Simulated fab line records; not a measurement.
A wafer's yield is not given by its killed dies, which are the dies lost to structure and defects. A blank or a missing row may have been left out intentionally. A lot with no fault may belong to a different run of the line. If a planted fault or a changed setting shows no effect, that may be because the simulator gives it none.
fab line records	flow sky130
record lots=6	wafers=18	lastDay=50
route steps=708 shown CAP2M@604 METAL4@621 PAD_OPEN@708
lots untouched by any fault: they come from a run of this same line in which no faults occurred
startH: the number of hours between the record's first day and the start of the first shown wafer of the lot	waitH: hours since the lot's step before	" repeats the value in the row above	L1.1+2: a single row standing in for several wafers	- no value, or no start given	* or withheld: withheld	< > ~ a bound
route shown NAME@n: names a module that has steps shown in the file, with the first one's number in the route	usual: mean/standard deviation of fault-free wafers	same: alike in all rows	chamber/n: place in a boat	sites: readings site by site	_std_site: the standard deviation of these	_edge_site: mean of outer sites minus mean of inner sites	radiusMm: for every site, how far away it sits from the centre of the wafer	mask NAME#n: copy n	behind: the tool/chamber that last shaped the wafer	hold: what put the lot on hold/how long, in hours/how the hold closed	device: transistor that didn't switch, given as n, p or np	end of line: tests run on the same wafers once the route is complete	where a step has no rows: the recipe by itself	killed: at the first sort, the dies lost to defects and structure; wafer yield is something else	map: the dies of a wafer, with x for killed, . for not killed, _ for no die there
set.NAME: the setting the step ran with; set.NAME@STEP: the setting that earlier step ran with	model.NAME: the simulator's own value behind a step, which no gauge read
lots at selected steps of the route; one table per step, one row per wafer
services: the hour from which a tool's chamber was out of use, counted from the record's first day as startH (under 0 if before that day), plus the number of hours and why
## steps
# step SKY_CAP2M_THK_MEAS_01
# recipe reads=SiO2_of_CAP2M_CVD_00
# usual CAP2M_CVD_00_THK=15.58/0.28
lot.wafer	tool	chamber	startH	waitH	CAP2M_CVD_00_THK[nm]
L116.1	filmMetro-04	-	955.76	-	15.08
L116.2	"	-	"	"	15.80
L116.4	"	-	"	"	15.10
L122.1	filmMetro-04	-	989.32	-	15.26
L122.3	"	-	"	"	15.51
L122.4	"	-	"	"	15.49
L123.1	filmMetro-02	-	1003.71	-	15.85
L123.3	"	-	"	"	15.44
L123.4	"	-	"	"	16.03
L129.1	filmMetro-04	-	1027.32	-	15.70
L129.2	"	-	"	"	15.57
L129.6	"	-	"	"	15.60
L134.1	filmMetro-01	-	1057.81	-	15.09
L134.4	"	-	"	"	15.17
L134.6	"	-	"	"	15.29
L136.2	filmMetro-04	-	1070.63	-	15.53
L136.5	"	-	"	"	15.81
L136.6	"	-	"	"	15.70
# step SKY_CAP2M_SPUTTER_02
# recipe material=TiN	targetThkNm=200	tempC=300	powerW=6500	timeS=166.7	chamberPressurePa=0.4
# usual throttleValvePct=29.8/0.79
lot.wafer	tool	chamber	startH	waitH	throttleValvePct
L116.1	pvdSputter-03	-	955.82	0.1	28.9
L116.2	"	-	"	"	28.1
L116.4	"	-	"	"	30.5
L122.1	pvdSputter-03	-	989.38	0.1	30.6
L122.3	"	-	"	"	28.1
L122.4	"	-	"	"	30.3
L123.1	pvdSputter-01	-	1003.77	0.1	29.7
L123.3	"	-	"	"	30.3
L123.4	"	-	"	"	30.6
L129.1	pvdSputter-01	-	1027.39	0.1	29.5
L129.2	"	-	"	"	29.5
L129.6	"	-	"	"	29.4
L134.1	pvdSputter-02	-	1057.87	0.1	30.5
L134.4	"	-	"	"	29.5
L134.6	"	-	"	"	33.2
L136.2	pvdSputter-03	-	1070.68	0.0	30.4
L136.5	"	-	"	"	30.3
L136.6	"	-	"	"	30.2
# step SKY_CAP2M_RS_MEAS_03
# recipe thkMeasGauge=four-point-probe	reads=TiN_of_CAP2M_SPUTTER_02
# usual CAP2M_TIN_RS=6.92/0.11
lot.wafer	tool	chamber	startH	waitH	CAP2M_TIN_RS[ohm/sq]
L116.1	filmMetro-01	-	955.93	0.1	6.75
L116.2	"	-	"	"	6.88
L116.4	"	-	"	"	6.93
L122.1	filmMetro-01	-	989.49	0.1	6.91
L122.3	"	-	"	"	6.82
L122.4	"	-	"	"	6.93
L123.1	filmMetro-01	-	1003.88	0.1	6.86
L123.3	"	-	"	"	6.84
L123.4	"	-	"	"	6.90
L129.1	filmMetro-01	-	1027.58	0.1	7.04
L129.2	"	-	"	"	6.92
L129.6	"	-	"	"	7.05
L134.1	filmMetro-04	-	1057.97	0.1	6.92
L134.4	"	-	"	"	7.08
L134.6	"	-	"	"	6.80
L136.2	filmMetro-01	-	1070.81	0.1	6.91
L136.5	"	-	"	"	6.88
L136.6	"	-	"	"	6.96
# step SKY_CAP2M_THK_MEAS_04
# recipe thkMeasGauge=xrf	reads=TiN_of_CAP2M_SPUTTER_02
# usual CAP2M_TIN_THK=200/3.1
lot.wafer	tool	chamber	startH	waitH	CAP2M_TIN_THK[nm]
L116.1	filmMetro-01	-	956.05	0.1	205
L116.2	"	-	"	"	202
L116.4	"	-	"	"	200
L122.1	filmMetro-01	-	989.61	0.1	201
L122.3	"	-	"	"	203
L122.4	"	-	"	"	200
L123.1	filmMetro-01	-	1004.00	0.1	203
L123.3	"	-	"	"	203
L123.4	"	-	"	"	201
L129.1	filmMetro-01	-	1027.70	0.1	197
L129.2	"	-	"	"	198
L129.6	"	-	"	"	196
L134.1	filmMetro-04	-	1058.09	0.1	201
L134.4	"	-	"	"	196
L134.6	"	-	"	"	204
L136.2	filmMetro-01	-	1070.92	0.1	200
L136.5	"	-	"	"	201
L136.6	"	-	"	"	199
# step SKY_CAP2M_DEHYDRATE_05
# recipe tempC=200	timeS=60
# step SKY_CAP2M_HMDS_06
# recipe primeTimeS=60	primeTempC=120
# step SKY_CAP2M_COAT_07
# recipe resist=NOVOLAK	spinRpm=3000	resistThkNm=1140
# step SKY_CAP2M_SOFTBAKE_08
# recipe tempC=90	timeS=60	resist=NOVOLAK
# step SKY_CAP2M_EXPOSE_09
# recipe maskId=CAP2M	na=0.6	sourceShape=conventional	sigmaOuter=0.6	polarization=unpolarized	targetCdNm=1000	doseMj=159
# step SKY_CAP2M_PEB_10
# recipe tempC=withheld	timeS=*	resist=NOVOLAK
# step SKY_CAP2M_DEVELOP_11
# recipe resist=NOVOLAK	developer=TMAH	developTimeS=60	devTempC=23
# step SKY_CAP2M_OVL_MEAS_12
# usual CAP2M_OVL=0.2/1.5
lot.wafer	tool	chamber	startH	waitH	CAP2M_OVL[nm]
L116.1	overlay-01	-	980.26	0.1	-0.3
L116.2	"	-	"	"	0.5
L116.4	"	-	"	"	0.2
L122.1	overlay-01	-	1012.74	0.1	-0.6
L122.3	"	-	"	"	0.0
L122.4	"	-	"	"	-0.4
L123.1	overlay-01	-	1026.22	0.1	2.2
L123.3	"	-	"	"	0.0
L123.4	"	-	"	"	-1.5
L129.1	overlay-02	-	1049.49	0.1	-0.1
L129.2	"	-	"	"	-1.0
L129.6	"	-	"	"	-1.2
L134.1	overlay-01	-	1079.22	0.1	0.8
L134.4	"	-	"	"	2.2
L134.6	"	-	"	"	-0.2
L136.2	overlay-02	-	1091.87	0.1	-1.4
L136.5	"	-	"	"	-0.7
L136.6	"	-	"	"	-0.8
# step SKY_CAP2M_METAL_ETCH_13
# recipe targetDepthNm=220	stopOn=SiO2	chemistry=Cl2/BCl3	target=TiN	pressureMtorr=10	icpW=900	biasW=48.5	Cl2_flow_sccm=60	bcl3FlowSccm=30	timeS=62.9
# usual drypumpMotorCurrentA=5.6/0.42	oesProductAu=0.941/0.0098	runLengthS=91.26/0.29	throttleValvePct=21.902/0.011
lot.wafer	tool	chamber	startH	waitH	drypumpMotorCurrentA	oesProductAu	rfHoursCounterH	runLengthS	throttleValvePct	model.NOVOLAK_of_CAP2M_COAT_07.thkNm	model.SiO2_of_CAP2M_CVD_00.thkNm
L116.1	rieMetal-02	0	980.30	0.0	5.9	0.950	13	90.98	21.905	990.5	15.05
L116.2	"	1	"	"	5.6	0.945	3	92.19	21.913	980.7	15.77
L116.4	"	0	"	"	5.9	0.933	-	90.90	21.899	992.2	15.12
L122.1	rieMetal-04	1	1012.77	0.0	6.1	0.938	6	91.25	21.900	992.8	15.25
L122.3	"	0	"	"	5.0	0.953	-	91.67	21.904	993.8	15.58
L122.4	"	1	"	"	6.1	0.933	-	90.97	21.901	994.8	15.46
L123.1	rieMetal-04	0	1026.26	0.0	5.0	0.942	4	91.09	21.894	994.9	15.89
L123.3	"	0	"	"	5.0	0.917	-	94.51	21.919	985.7	14.19
L123.4	"	1	"	"	6.1	0.948	-	90.96	21.910	997.6	16.03
L129.1	rieMetal-04	0	1049.53	0.0	5.0	0.931	5	91.70	21.911	994	15.73
L129.2	"	1	"	"	6.2	0.917	8	95.10	21.925	985.1	14.4
L129.6	"	1	"	"	6.1	0.940	-	91.58	21.922	993.6	15.6
L134.1	rieMetal-03	1	1079.26	0.0	5.6	0.944	15	91.29	21.891	982.2	15.15
L134.4	"	0	"	"	5.3	0.937	-	91.34	21.916	986.5	15.16
L134.6	"	0	"	"	5.2	0.948	-	91.15	21.897	991.2	15.31
L136.2	rieMetal-03	1	1091.90	0.0	5.6	0.938	16	90.88	21.912	986.7	15.5
L136.5	"	0	"	"	5.3	0.929	-	91.31	21.882	994.3	15.86
L136.6	"	1	"	"	5.6	0.927	-	91.36	21.892	993	15.71
# step SKY_CAP2M_STRIP_14
# recipe chemistry=O2/N2	powerW=1400	pressureMtorr=1500	platenTempC=withheld	o2FlowSccm=3000	n2FlowSccm=300	overashFraction=0.5
# usual drypumpMotorCurrentA=5.59/0.28	oesProductAu=0.711/0.0045	stripTimeToEndpointS=12.64/0.059
lot.wafer	tool	chamber	startH	waitH	drypumpMotorCurrentA	oesProductAu	rfHoursCounterH	stripTimeToEndpointS
L116.1	plasmaAsher-03	1	980.38	0.1	5.85	0.708	122	12.63
L116.2	"	0	"	"	5.13	0.704	122	12.52
L116.4	"	1	"	"	5.88	0.705	-	12.65
L122.1	plasmaAsher-01	1	1012.85	0.1	5.75	0.718	83	12.65
L122.3	"	1	"	"	5.73	0.709	-	12.66
L122.4	"	0	"	"	5.55	0.702	-	12.66
L123.1	plasmaAsher-04	0	1026.33	0.1	5.42	0.704	27	12.66
L123.3	"	1	"	"	5.93	0.707	-	12.58
L123.4	"	0	"	"	5.40	0.713	-	12.70
L129.1	plasmaAsher-03	0	1049.60	0.1	5.13	0.708	128	12.67
L129.2	"	1	"	"	5.86	0.711	128	12.55
L129.6	"	1	"	"	5.85	0.716	-	12.64
L134.1	plasmaAsher-04	0	1079.33	0.1	5.40	0.706	33	12.52
L134.4	"	1	"	"	5.92	0.719	-	12.56
L134.6	"	0	"	"	5.41	0.709	-	12.62
L136.2	plasmaAsher-04	1	1091.98	0.1	5.91	0.710	34	12.59
L136.5	"	1	"	"	5.91	0.710	-	12.65
L136.6	"	0	"	"	5.44	0.712	-	12.64
# step SKY_CAP2M_STRIP_15
# recipe chemistry=postEtchResidueRemover	timeS=1200	tempC=72.5
# step SKY_CAP2M_CLEAN_16
# recipe chemistry=IPA	timeS=180	tempC=25
# step SKY_CAP2M_CLEAN_17
# recipe chemistry=O3/DIW	dry=n2Spin
# step SKY_METAL4_DEHYDRATE_05
# recipe tempC=200	timeS=60
# step SKY_METAL4_HMDS_06
# recipe primeTimeS=60	primeTempC=120
# step SKY_METAL4_COAT_07
# recipe resist=BARC	tempC=withheld	timeS=withheld	spinRpm=3000	resistThkNm=60
# step SKY_METAL4_COAT_08
# recipe resist=KrF-thick	spinRpm=3000	resistThkNm=1140
# step SKY_METAL4_SOFTBAKE_09
# recipe tempC=100	timeS=90	resist=KrF-thick
# step SKY_METAL4_EXPOSE_10
# recipe maskId=MM4	na=0.68	sourceShape=annular	sigmaInner=0.4	sigmaOuter=0.8	targetCdNm=300	doseMj=28
# step SKY_METAL4_PEB_11
# recipe pebTempC=withheld	pebTimeS=withheld	resist=KrF-thick
# step SKY_METAL4_DEVELOP_12
# recipe developTimeS=60	resist=KrF-thick	devTempC=21
# step SKY_METAL4_CD_MEAS_13
# recipe targetCdNm=300
# usual cdNm=299.4/1.3
lot.wafer	tool	chamber	startH	waitH	cdNm
L116.1	cdSem-01	-	1004.17	-	297.7
L116.2	"	-	"	"	299.0
L116.4	"	-	"	"	297.0
L122.1	cdSem-01	-	1035.58	-	300.7
L122.3	"	-	"	"	299.5
L122.4	"	-	"	"	301.5
L123.1	cdSem-02	-	1048.12	-	296.0
L123.3	"	-	"	"	296.5
L123.4	"	-	"	"	297.0
L129.1	cdSem-01	-	1071.88	-	301.4
L129.2	"	-	"	"	300.1
L129.6	"	-	"	"	301.8
L134.1	cdSem-01	-	1100.96	-	297.8
L134.4	"	-	"	"	298.5
L134.6	"	-	"	"	298.5
L136.2	cdSem-01	-	1113.38	-	301.1
L136.5	"	-	"	"	301.3
L136.6	"	-	"	"	301.2
# step SKY_METAL4_OVL_MEAS_14
# usual METAL4_OVL=3/6.2
lot.wafer	tool	chamber	startH	waitH	METAL4_OVL[nm]
L116.1	overlay-02	-	1004.29	0.1	6
L116.2	"	-	"	"	11
L116.4	"	-	"	"	16
L122.1	overlay-02	-	1035.70	0.1	5
L122.3	"	-	"	"	4
L122.4	"	-	"	"	0
L123.1	overlay-01	-	1048.24	0.1	11
L123.3	"	-	"	"	12
L123.4	"	-	"	"	13
L129.1	overlay-02	-	1072.00	0.1	-3
L129.2	"	-	"	"	2
L129.6	"	-	"	"	10
L134.1	overlay-01	-	1101.08	0.1	7
L134.4	"	-	"	"	8
L134.6	"	-	"	"	8
L136.2	overlay-01	-	1113.49	0.1	12
L136.5	"	-	"	"	6
L136.6	"	-	"	"	9
# step SKY_METAL4_DESCUM_15
# recipe chemistry=O2	sourcePowerW=150	biasPowerW=0	pressureMtorr=10	tempC=40	timeS=8
# usual drypumpMotorCurrentA=5.7/0.56	oesProductAu=1.002/0.012
lot.wafer	tool	chamber	startH	waitH	drypumpMotorCurrentA	oesProductAu	rfHoursCounterH
L116.1	rieMetal-01	0	1004.33	0.0	5.6	0.994	13
L116.2	"	1	"	"	6.6	1.002	18
L116.4	"	0	"	"	5.6	1.001	-
L122.1	rieMetal-01	1	1035.74	0.0	6.6	1.011	20
L122.3	"	1	"	"	6.6	1.009	-
L122.4	"	1	"	"	6.5	1.005	-
L123.1	rieMetal-04	1	1048.28	0.0	6.1	0.996	8
L123.3	"	0	"	"	5.0	1.003	-
L123.4	"	1	"	"	6.1	1.007	-
L129.1	rieMetal-04	1	1072.04	0.0	6.1	1.004	10
L129.2	"	0	"	"	5.0	1.014	7
L129.6	"	0	"	"	5.0	0.999	-
L134.1	rieMetal-03	1	1101.12	0.0	5.6	1.030	17
L134.4	"	1	"	"	5.6	1.050	-
L134.6	"	0	"	"	5.3	1.011	-
L136.2	rieMetal-04	0	1113.52	0.0	5.0	1.011	8
L136.5	"	1	"	"	6.1	0.989	-
L136.6	"	0	"	"	5.0	1.006	-
# step SKY_METAL4_ETCH_16
# recipe chemistry=N2/H2	target=BARC	ionEnergyEv=200	biasW=100	pressureMtorr=30	n2FlowSccm=100	h2FlowSccm=200	icpW=500	stopOn=SiO2	timeS=88.2	targetDepthA=600
# usual drypumpMotorCurrentA=5.7/0.56	h2FlowSccm=200.0/0.56	oesProductAu=0.625/0.0043	runLengthS=116.5/0.32	throttleValvePct=13.205/0.0095
lot.wafer	tool	chamber	startH	waitH	drypumpMotorCurrentA	h2FlowSccm	oesProductAu	rfHoursCounterH	runLengthS	throttleValvePct
L116.1	rieMetal-01	0	1004.36	0.0	5.6	200.8	0.623	13	117.2	13.212
L116.2	"	1	"	"	6.5	199.4	0.624	18	116.3	13.226
L116.4	"	0	"	"	5.6	199.3	0.626	-	117.1	13.197
L122.1	rieMetal-01	1	1035.80	0.1	6.6	199.7	0.627	20	116.7	13.192
L122.3	"	1	"	"	6.6	200.7	0.628	-	116.1	13.204
L122.4	"	1	"	"	6.6	200.0	0.624	-	116.7	13.222
L123.1	rieMetal-04	1	1048.31	0.0	6.1	200.7	0.623	8	116.3	13.202
L123.3	"	0	"	"	5.0	200.2	0.625	-	116.3	13.196
L123.4	"	1	"	"	6.1	200.4	0.623	-	116.4	13.221
L129.1	rieMetal-04	1	1072.07	0.0	6.2	200.4	0.629	10	116.2	13.195
L129.2	"	0	"	"	5.0	199.7	0.615	7	116.6	13.211
L129.6	"	0	"	"	5.0	200.6	0.623	-	116.2	13.195
L134.1	rieMetal-03	1	1101.15	0.0	5.6	199.7	0.628	17	116.3	13.193
L134.4	"	1	"	"	5.6	200.2	0.626	-	116.0	13.208
L134.6	"	0	"	"	5.3	199.4	0.630	-	116.5	13.186
L136.2	rieMetal-04	0	1113.55	0.0	5.0	200.9	0.631	8	116.9	13.207
L136.5	"	1	"	"	6.1	199.7	0.625	-	116.6	13.221
L136.6	"	0	"	"	5.0	201.1	0.622	-	116.5	13.191
# step SKY_METAL4_ETCH_17
# recipe target=SiO2	stopOn=TiN	chemistry=C4F8/O2/Ar	sourceW=1500	biasW=1200	pressureMtorr=40	c4f8FlowSccm=withheld	O2_flow_sccm=6	Ar_flow_sccm=300	timeS=3.9	targetDepthA=150
# usual oesProductAu=0.756/0.0084
lot.wafer	tool	chamber	startH	waitH	oesProductAu	rfHoursCounterH	model.etch.depthNm
L116.1	rieDiel-03	2	1004.46	0.1	0.741	20	15.05
L116.2	"	3	"	"	0.769	26	15.77
L116.4	"	1	"	"	0.741	19	15.12
L122.1	rieDiel-01	3	1036.00	0.2	0.749	19	15.25
L122.3	"	2	"	"	0.757	20	15.58
L122.4	"	0	"	"	0.749	25	15.46
L123.1	rieDiel-03	3	1048.41	0.1	0.763	27	15.89
L123.3	"	0	"	"	0.727	17	14.19
L123.4	"	2	"	"	0.773	21	16.03
L129.1	rieDiel-01	3	1072.17	0.1	0.761	20	15.73
L129.2	"	0	"	"	0.724	26	14.4
L129.6	"	1	"	"	0.760	-	15.6
L134.1	rieDiel-01	3	1101.25	0.1	0.748	21	15.15
L134.4	"	1	"	"	0.742	4	15.16
L134.6	"	0	"	"	0.750	-	15.31
L136.2	rieDiel-04	1	1113.65	0.1	0.749	8	15.5
L136.5	"	0	"	"	0.753	-	15.86
L136.6	"	1	"	"	0.755	-	15.71
# step SKY_METAL4_METAL_ETCH_18
# recipe targetDepthA=8450	stopOn=SiO2	overEtchFrac=0.3	timeS=183.1	chemistry=Cl2/BCl3	resistSidewallDeg=88	pressureMtorr=10	icpW=900	biasW=48.5	Cl2_flow_sccm=60	bcl3FlowSccm=30
# usual drypumpMotorCurrentA=5.6/0.43	oesProductAu=0.864/0.0069	runLengthS=211.4/0.37	throttleValvePct=22.264/0.0089
lot.wafer	tool	chamber	startH	waitH	drypumpMotorCurrentA	oesProductAu	rfHoursCounterH	runLengthS	throttleValvePct
L116.1	rieMetal-03	0	1004.47	0.0	5.3	0.867	5	211.6	22.250
L116.2	"	1	"	"	5.6	0.857	9	211.3	22.257
L116.4	"	1	"	"	5.6	0.859	-	210.9	22.274
L122.1	rieMetal-04	1	1036.02	0.0	6.1	0.857	8	211.1	22.271
L122.3	"	0	"	"	5.0	0.874	-	211.3	22.264
L122.4	"	1	"	"	6.1	0.864	-	211.8	22.279
L123.1	rieMetal-03	1	1048.42	0.0	5.6	0.873	12	210.8	22.287
L123.3	"	0	"	"	5.3	0.860	-	211.4	22.263
L123.4	"	1	"	"	5.6	0.870	-	211.1	22.288
L129.1	rieMetal-03	1	1072.19	0.0	5.6	0.856	14	210.8	22.273
L129.2	"	0	"	"	5.3	0.867	10	211.2	22.283
L129.6	"	0	"	"	5.3	0.853	-	211.9	22.258
L134.1	rieMetal-01	1	1101.27	0.0	6.5	0.871	26	211.3	22.254
L134.4	"	0	"	"	5.6	0.858	-	212.2	22.249
L134.6	"	1	"	"	6.5	0.869	-	211.3	22.254
L136.2	rieMetal-01	0	1113.67	0.0	5.6	0.870	21	212.1	22.278
L136.5	"	0	"	"	5.7	0.878	-	212.2	22.274
L136.6	"	1	"	"	6.5	0.866	-	211.1	22.264
# step SKY_PAD_OPEN_PROBE_99
# usual defectLimitedYield=82.5/1.7	killed_at_M0_to_M3=43/6.1	killed_at_M4_up=3.5/2	killedAtContacts=25/5.1	killedAtFrontEnd=14/4.2	killedAtOther=0.3/0.55	killedDies=86/8.3	killedOpen=46/7.2	killedShort=39/6	sort_bin_3_pad_short=0.9/0.42	sort_bin_5_function=10.3/1.4	sort_bin_6_memory=6.3/1.1	sortNPass=406/8.3	sortYieldPct=82.5/1.7
# same grossDies=492	killedAtBackSide=0	sort_bin_4_leakage[%]=0	sort_bin_8_speed[%]=0
lot.wafer	tool	chamber	startH	waitH	defectLimitedYield[%]	killed_at_M0_to_M3	killed_at_M4_up	killedAtContacts	killedAtFrontEnd	killedAtOther	killedDies	killedOpen	killedShort	sort_bin_3_pad_short[%]	sort_bin_5_function[%]	sort_bin_6_memory[%]	sortNPass	sortYieldPct[%]
L116.1	prober-02	-	1098.92	0.1	81.7	44	4	26	16	0	90	39	51	1.4	10.8	6.1	402	81.7
L116.2	prober-02	-	1098.97	0.1	83.7	35	3	28	14	0	80	34	46	1.4	11.6	3.3	412	83.7
L116.4	prober-02	-	1099.07	0.2	79.7	49	2	32	17	0	100	48	52	1.0	8.9	10.4	392	79.7
L122.1	prober-02	-	1126.76	0.1	83.9	40	5	22	12	0	79	34	45	0.8	11.0	4.3	413	83.9
L122.3	prober-02	-	1126.86	0.2	82.7	48	2	29	6	0	85	56	28	0.6	11.0	5.7	407	82.7
L122.4	prober-02	-	1126.91	0.2	83.5	42	3	26	9	1	81	46	35	1.2	8.3	6.9	411	83.5
L123.1	prober-02	-	1138.62	0.1	82.7	30	3	35	17	0	85	52	32	0.8	9.3	7.1	407	82.7
L123.3	prober-02	-	1138.72	0.2	80.9	43	5	25	21	0	94	51	42	0.8	11.6	6.7	398	80.9
L123.4	prober-02	-	1138.77	0.2	80.9	41	1	29	22	1	94	51	42	1.2	10.4	7.5	398	80.9
L129.1	prober-01	-	1156.98	0.1	80.9	37	5	26	25	1	94	50	44	1.4	13.4	4.3	398	80.9
L129.2	prober-01	-	1157.03	0.1	80.7	43	2	29	20	1	95	53	41	0.6	11.4	7.3	397	80.7
L129.6	prober-01	-	1157.23	0.2	81.9	52	3	24	10	0	89	46	43	1.2	9.1	7.7	403	81.9
L134.1	prober-01	-	1181.80	0.1	82.5	42	2	29	13	0	86	54	32	0.8	10.6	6.1	406	82.5
L134.4	prober-01	-	1181.95	0.2	81.7	49	4	25	11	1	90	54	35	0.6	10.6	7.1	402	81.7
L134.6	prober-01	-	1182.05	0.2	81.5	51	5	22	13	0	91	49	42	0.6	11.2	6.7	401	81.5
L136.2	prober-01	-	1191.54	0.1	83.9	50	3	18	8	0	79	41	38	1.0	10.2	4.9	413	83.9
L136.5	prober-01	-	1191.69	0.2	83.5	42	3	16	19	1	81	35	46	1.4	10.2	4.9	411	83.5
L136.6	prober-01	-	1191.74	0.2	81.1	50	3	21	19	0	93	54	39	0.4	11.8	6.7	399	81.1
# killed by level:class
L116.1 VIA1:geometricParticle:open=12 CONTACT:geometricParticle:open=7 METAL1:geometricParticle:short=7 FIELD_ISO:geometricParticle:short=6 METAL2:geometricParticle:short=6 CONTACT:geometricParticle:short=5 LI_CONTACT:geometricParticle:open=5 LOCAL_INTERCONNECT:geometricParticle:short=5
L116.2 VIA3:geometricParticle:open=9 LI_CONTACT:geometricParticle:open=7 CONTACT:geometricParticle:short=7 CONTACT:geometricParticle:open=5 METAL1:geometricParticle:short=5 VIA3:geometricParticle:short=5 LI_CONTACT:geometricParticle:short=4 POLY_GATE:geometricParticle:short=4
L116.4 CONTACT:geometricParticle:open=10 VIA3:geometricParticle:open=10 CONTACT:geometricParticle:short=7 METAL1:geometricParticle:short=7 FIELD_ISO:geometricParticle:open=6 VIA2:geometricParticle:open=6 METAL3:geometricParticle:short=6 FIELD_ISO:geometricParticle:short=5
L122.1 VIA1:geometricParticle:open=12 METAL1:geometricParticle:short=10 CONTACT:geometricParticle:open=8 CONTACT:geometricParticle:short=7 VIA1:geometricParticle:short=5 FIELD_ISO:geometricParticle:short=4 LI_CONTACT:geometricParticle:open=3 VIA2:geometricParticle:open=3
L122.3 CONTACT:geometricParticle:open=14 VIA1:geometricParticle:open=14 LI_CONTACT:geometricParticle:open=8 VIA2:geometricParticle:open=7 METAL1:geometricParticle:short=5 VIA3:geometricParticle:open=4 METAL2:geometricParticle:short=4 VIA1:geometricParticle:short=3
L122.4 VIA1:geometricParticle:open=15 CONTACT:geometricParticle:short=7 CONTACT:geometricParticle:open=6 LOCAL_INTERCONNECT:geometricParticle:short=5 VIA2:geometricParticle:open=5 LI_CONTACT:geometricParticle:open=4 VIA3:geometricParticle:open=4 METAL2:geometricParticle:short=3
L123.1 CONTACT:geometricParticle:open=17 VIA1:geometricParticle:open=7 VIA2:geometricParticle:open=6 FIELD_ISO:geometricParticle:short=5 LI_CONTACT:geometricParticle:open=5 CONTACT:geometricParticle:short=5 LOCAL_INTERCONNECT:geometricParticle:short=4 METAL3:geometricParticle:short=4
L123.3 CONTACT:geometricParticle:open=14 METAL2:geometricParticle:short=9 VIA2:geometricParticle:open=8 FIELD_ISO:geometricParticle:open=7 VIA1:geometricParticle:open=7 LI_CONTACT:geometricParticle:short=5 VIA1:geometricParticle:short=5 SPACER:geometricParticle:short=4
L123.4 VIA1:geometricParticle:open=12 CONTACT:geometricParticle:open=10 VIA1:geometricParticle:short=8 FIELD_ISO:geometricParticle:short=7 LI_CONTACT:geometricParticle:open=7 LOCAL_INTERCONNECT:geometricParticle:short=7 VIA2:geometricParticle:open=6 POLY_GATE:geometricParticle:short=5
L129.1 LI_CONTACT:geometricParticle:open=13 CONTACT:geometricParticle:open=8 FIELD_ISO:geometricParticle:short=7 FIELD_ISO:geometricParticle:open=6 POLY_GATE:geometricParticle:open=6 VIA1:geometricParticle:open=6 VIA2:geometricParticle:short=6 POLY_GATE:geometricParticle:short=5
L129.2 VIA1:geometricParticle:open=12 CONTACT:geometricParticle:open=12 LI_CONTACT:geometricParticle:open=8 FIELD_ISO:geometricParticle:open=5 POLY_GATE:geometricParticle:short=5 METAL2:geometricParticle:short=5 VIA3:geometricParticle:open=4 LI_CONTACT:geometricParticle:short=4
L129.6 VIA2:geometricParticle:open=11 VIA1:geometricParticle:open=10 CONTACT:geometricParticle:open=10 CONTACT:geometricParticle:short=7 METAL1:geometricParticle:short=6 VIA3:geometricParticle:short=6 VIA1:geometricParticle:short=5 VIA3:geometricParticle:open=4
L134.1 CONTACT:geometricParticle:open=14 VIA2:geometricParticle:open=10 VIA1:geometricParticle:open=8 VIA3:geometricParticle:open=6 CONTACT:geometricParticle:short=5 METAL1:geometricParticle:short=5 FIELD_ISO:geometricParticle:short=4 LI_CONTACT:geometricParticle:open=4
L134.4 VIA1:geometricParticle:open=11 CONTACT:geometricParticle:open=10 VIA3:geometricParticle:open=9 CONTACT:geometricParticle:short=8 VIA2:geometricParticle:open=6 LI_CONTACT:geometricParticle:open=6 METAL1:geometricParticle:short=6 FIELD_ISO:geometricParticle:open=4
L134.6 VIA3:geometricParticle:open=13 CONTACT:geometricParticle:open=10 METAL1:geometricParticle:short=7 VIA1:geometricParticle:open=7 VIA2:geometricParticle:short=6 POLY_GATE:geometricParticle:short=5 METAL2:geometricParticle:short=5 VIA2:geometricParticle:open=5
L136.2 CONTACT:geometricParticle:open=11 VIA1:geometricParticle:open=10 VIA3:geometricParticle:open=9 METAL1:geometricParticle:short=8 VIA3:geometricParticle:short=6 VIA2:geometricParticle:short=5 FIELD_ISO:geometricParticle:short=4 VIA2:geometricParticle:open=4
L136.5 VIA1:geometricParticle:short=9 VIA1:geometricParticle:open=7 VIA2:geometricParticle:open=6 FIELD_ISO:geometricParticle:open=5 POLY_GATE:geometricParticle:short=4 CONTACT:geometricParticle:open=4 CONTACT:geometricParticle:short=4 VIA3:geometricParticle:open=4
L136.6 CONTACT:geometricParticle:open=10 VIA1:geometricParticle:open=10 METAL1:geometricParticle:short=9 VIA2:geometricParticle:open=8 FIELD_ISO:geometricParticle:open=5 POLY_GATE:geometricParticle:short=5 LI_CONTACT:geometricParticle:open=5 VIA3:geometricParticle:open=5
## services
tool	chamber	startH	hours	kind
rieDiel-01	-	932.51	0.6	repair
pvdSputter-03	-	939.12	3.3	repair
rieDiel-04	-	958.96	0.9	repair
rieDiel-04	3	971.39	16.7	repair
rieDiel-04	1	975.23	2.0	repair
rieMetal-03	-	977.28	0.4	repair
pvdSputter-01	-	978.97	3.1	repair
rieDiel-04	2	980.70	5.0	repair
pvdSputter-02	-	981.83	1.2	repair
rieDiel-04	1	982.26	9.3	repair
rieDiel-03	1	982.64	3.1	repair
rieMetal-03	-	987.98	0.6	repair
pvdSputter-03	-	1003.83	3.1	repair
rieDiel-03	1	1012.42	6.3	repair
pvdSputter-02	-	1022.76	20.8	repair
pvdSputter-02	-	1029.95	13.0	repair
rieDiel-01	3	1039.24	3.6	repair
rieMetal-02	-	1055.06	27.1	repair
plasmaAsher-03	-	1055.25	9.0	pm
plasmaAsher-01	-	1064.74	21.8	pm
rieDiel-01	0	1074.01	4.4	repair
rieMetal-04	0	1083.74	28.2	repair
rieMetal-04	-	1105.14	0.3	repair
plasmaAsher-03	-	1109.46	0.5	repair
## key
firstSign step=SKY_CAP2M_METAL_ETCH_13	reading=runLengthS	direction=up	sigmas=12	usual=*	struck=*
effect step=SKY_METAL4_ETCH_17	reading=oesProductAu	direction=down	sigmas=3.7	usual=0.756	struck=0.726
modelEffect step=SKY_CAP2M_METAL_ETCH_13	value=NOVOLAK_of_CAP2M_COAT_07.thkNm	without=993.5	struck=985.4
modelEffect step=SKY_METAL4_ETCH_17	value=etch.depthNm	without=15.51	struck=14.29
metAt SKY_CAP2M_METAL_ETCH_13
struckWafers L123.3,L129.2
onsetBetween 1012.77 1026.26
fault kind=processParameterDrift	tool=rieMetal-04	chamber=-	onsetH=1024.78	steps=SKY_CAP2M_METAL_ETCH_13	channel=timeS	offset=*	shape=step	endH=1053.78	scope=struckWafersOnly	actsIn=*	stated=*
